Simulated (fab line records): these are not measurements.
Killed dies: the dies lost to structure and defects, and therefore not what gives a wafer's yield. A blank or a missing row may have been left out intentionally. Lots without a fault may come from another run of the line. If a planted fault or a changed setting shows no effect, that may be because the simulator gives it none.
Which tool was responsible?	flow gf180mcu	18 wafers from 6 lots sampled at 2 of the route's 602 steps

WHAT THE GAUGES READ, wafer by wafer
GF_PSD_RS_MEAS_14: the measuring method here is four-point-probe.
lot	measured	on	NSD_RS (ohm/sq)
L919	day 14 18:02	film_metro-04	46.11 46.28 46.00
L921	day 15 16:02	film_metro-02	49.82 49.83 50.00
L932	day 19 11:31	film_metro-02	46.22 46.28 46.14
L935	day 20 09:23	film_metro-01	45.96 45.97 46.04
L938	day 21 11:22	film_metro-01	46.18 46.19 46.14
L940	day 22 02:40	film_metro-04	46.07 46.07 46.13

WHAT TOOL EACH LOT RAN ON (gives the tool, then ch and the chambers of the sampled wafers, and finally the start)
lot	GF_PSD_RTA_13
L919	rtp_anneal-01 ch 0, day 14 17:56
L921	rtp_anneal-01 ch 0, day 15 15:56
L932	rtp_anneal-02 ch 0, day 19 11:25
L935	rtp_anneal-02 ch 0, day 20 09:17
L938	rtp_anneal-01 ch 0, day 21 11:16
L940	rtp_anneal-01 ch 0, day 22 02:34
- GF_PSD_RTA_13: time 20 s.

THE ANSWER, worked out from the rows above alone
Rule: usual is defined by the lots themselves. The widest of any qualifying gaps counts: lots, ordered by their means at a reading, are off when they make up no more than a third of the lots, leave a main group of 4 or more, and stand apart from it by 3 or more times the standard deviation of that group's means. A main group whose means are all the same, to the digits that the tables above print for the reading, isn't used. A lot without any number at a reading at which 4 lots or more have one is off too. All remaining lots with rows at the step are treated as sound.
Off: at GF_PSD_RS_MEAS_14 (NSD_RS), L921. Mean 46.12 ohm/sq and standard deviation 0.076 in the main group.
If a tool, at a process step before that reading, ran all the lots that are off and no sound lot after the first of them, it fits. Gauges at GF_PSD_RS_MEAS_14: tried the same way as those tools. Of those tried, none fits.

WHAT THE SIMULATOR HAD INSERTED
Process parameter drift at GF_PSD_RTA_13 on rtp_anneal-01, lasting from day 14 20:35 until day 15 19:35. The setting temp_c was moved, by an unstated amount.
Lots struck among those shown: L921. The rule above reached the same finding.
